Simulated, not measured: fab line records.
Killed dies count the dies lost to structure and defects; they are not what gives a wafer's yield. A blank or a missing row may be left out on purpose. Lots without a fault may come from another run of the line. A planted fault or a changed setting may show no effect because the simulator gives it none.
8D (eight disciplines) problem report, filled in by code | flow sky130 | the parts of the form that need people (team, actions taken, sign-off) are left out

== 1. WHAT IS WRONG ==
Mean of run length s at SKY_VIA4_HDPCVD_00: 305.4 s across 2 wafers in 2 lots; on wafers with no fault it is 319.8 s (standard deviation 0.47). That is -31 standard deviations from the usual mean.
The step: deposits SiO2, target thk 1750 nm, time 291.7 s.
The first sign was on wafer L114.4 at day 46 02:19, on hdpcvd-02. At this step, 35 wafers from 12 lots have a number in the record. Rule for "out" (also "out of limits"): further than 4 standard deviations from the usual mean. The rest of the wafers with a number are treated as sound.

== 2. WHAT IT IS; WHAT IT IS NOT ==
question                    | is                | is not
which readings at this step | run length s      | -
which lots                  | L114, L116        | L104, L106, L107, L108, L110, L113, L119, L122, L124, L125
which wafers of those lots  | L114.4, L116.4    | L114.2, L114.3, L116.3
read on which tools         | hdpcvd-02         | hdpcvd-01
when                        | from day 46 02:19 | up to then (20 sound wafers); but 13 sound wafers of L116, L119, L122, L124, L125 came after

== 3. THE SUSPECTS, EACH WITH WHAT RULES IT OUT ==
Counting: a tool at a process step up to the reading stays a suspect if it ran every lot that is out. Sound lots after the first of them don't rule it out here, since some wafers of a struck lot are sound.
- hdpcvd-02 at SKY_VIA4_HDPCVD_00 (deposits SiO2, target thk 1750 nm, time 291.7 s): kept. It processed each lot that is out (first: L114, day 46 02:19); up to then, its last sound lot is L110 (day 46 00:22). Its own readings are out on those wafers: run length s.
Remaining after the count: hdpcvd-02 at SKY_VIA4_HDPCVD_00.

== 4. THE CAUSE (what the simulator had put in) ==
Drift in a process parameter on hdpcvd-02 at SKY_VIA4_HDPCVD_00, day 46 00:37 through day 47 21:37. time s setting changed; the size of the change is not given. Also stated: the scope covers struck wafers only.
Only this tool survived the counting.

== 5. SEQUENCE OF EFFECTS, ordered by route ==
Rows list readings where the struck wafers' mean (over those with a number) sits beyond 3 standard deviations from the usual. Readings are gone through only where the record gives a usual standard deviation; hours: the median, over the lots, of the time from a lot's start at the first step in this table giving one to that lot's start at this step; sigmas: the change measured in usual standard deviations.
hours | step               | reading      | usual   | on struck wafers | change | sigmas
0     | SKY_VIA4_HDPCVD_00 | run length s | 319.8 s | 305.4            | -14.4  | -31
It contains these process steps:
- SKY_VIA4_HDPCVD_00: deposits SiO2, target thk 1750 nm, time 291.7 s.
Later measuring or inspecting steps at which every struck wafer that the step has a row for has a number for every such reading, and none has moved that far: SKY_VIA4_THK_MEAS_01, SKY_VIA4_BOW_MEAS_03.

== 6. WHAT WOULD HAVE CAUGHT IT SOONER ==
First out-of-limits reading in this record: day 46 02:19, which is 2 hours after fault onset at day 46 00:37.
